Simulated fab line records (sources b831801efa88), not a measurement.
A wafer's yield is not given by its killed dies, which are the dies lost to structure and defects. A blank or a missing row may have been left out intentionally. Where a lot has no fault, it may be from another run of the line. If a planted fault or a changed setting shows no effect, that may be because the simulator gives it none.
Matching of chambers | flow sky130 | SKY_FIELD_ISO_CMP_27 on cmp-01 has 4 sister chambers
The step polishes, stops on Si3N4, t overpolish 16 s, target thk 457.8 nm. 14 wafers are shown with their chamber, then 7 later ones without.

WAFERS PAIRED WITH THEIR CHAMBERS
wafer  | chamber | motorCurrentA (A) | timeToEndpointS (s) | overpolishRunS (s)
L370.3 | 1       | 11.5              | 113                 | 16.015
L370.4 | 0       | 10.6              | 107                 | 15.999
L370.5 | 1       | 12.0              | 111                 | 16.010
L371.2 | 1       | 12.0              | 116                 | 16.011
L371.3 | 0       | 10.7              | 110                 | 15.986
L371.5 | 0       | 10.7              | 108                 | 15.996
L375.1 | 0       | 11.0              | 113                 | 15.997
L375.3 | 2       | 10.8              | 107                 | 16.003
L375.6 | 3       | 10.0              | 116                 | 15.988
L376.2 | 1       | 12.2              | 116                 | 15.998
L376.5 | 1       | 12.5              | 119                 | 15.998
L376.6 | 2       | 10.2              | 110                 | 16.010
L380.3 | 2       | 11.0              | 108                 | 16.006
L380.4 | 0       | 11.1              | 109                 | 16.013

SIGNATURES, as means of the wafers listed above
reading         | chamber 0 | chamber 1 | chamber 2 | chamber 3 | scatter within a chamber
motorCurrentA   | 10.820    | 12.040    | 10.667    | 10.000    | 0.327
timeToEndpointS | 109.40    | 115.00    | 108.33    | 116.00    | 2.53
overpolishRunS  | 15.99820  | 16.00640  | 16.00633  | 15.98800  | 0.00805
Rule: for a wafer and a chamber, the distance is found by dividing, reading by reading, the gap between the wafer's reading and the chamber's mean by the reading's scatter, squaring, summing and taking the root. If the next closest chamber is less than 2 further off than the closest, the wafer can't be placed; otherwise it belongs to the closest. The scatter: the root of (the sum of the squares of (reading less its chamber's mean) over the shown wafers, divided by (wafers less chambers)).

WAFERS MISSING THEIR CHAMBER
wafer  | motorCurrentA (A) | timeToEndpointS (s) | overpolishRunS (s)
L380.6 | 10.8              | 103                 | 16.007
L382.1 | 11.0              | 111                 | 15.998
L382.4 | 10.4              | 114                 | 16.001
L382.5 | 10.9              | 119                 | 16.014
L392.3 | 10.1              | 117                 | 16.024
L392.4 | 11.9              | 119                 | 16.002
L392.5 | 12.2              | 114                 | 15.998

THE CHAMBER EACH PASSED THROUGH
wafer  | from the rows above               | in truth
L380.6 | can't be placed: 2 or 0           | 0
L382.1 | can't be placed: 0 or 2           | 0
L382.4 | can't be placed: 3 or 0 or 2      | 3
L382.5 | can't be placed: 1 or 0 or 2 or 3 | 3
L392.3 | can't be placed: 2 or 3 or 0 or 1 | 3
L392.4 | 1                                 | 1
L392.5 | 1                                 | 1
Correctly placed: 2 of 7. Not placeable from these rows: 5 (in 5, the candidates include the true chamber). Placed wrongly: 0.
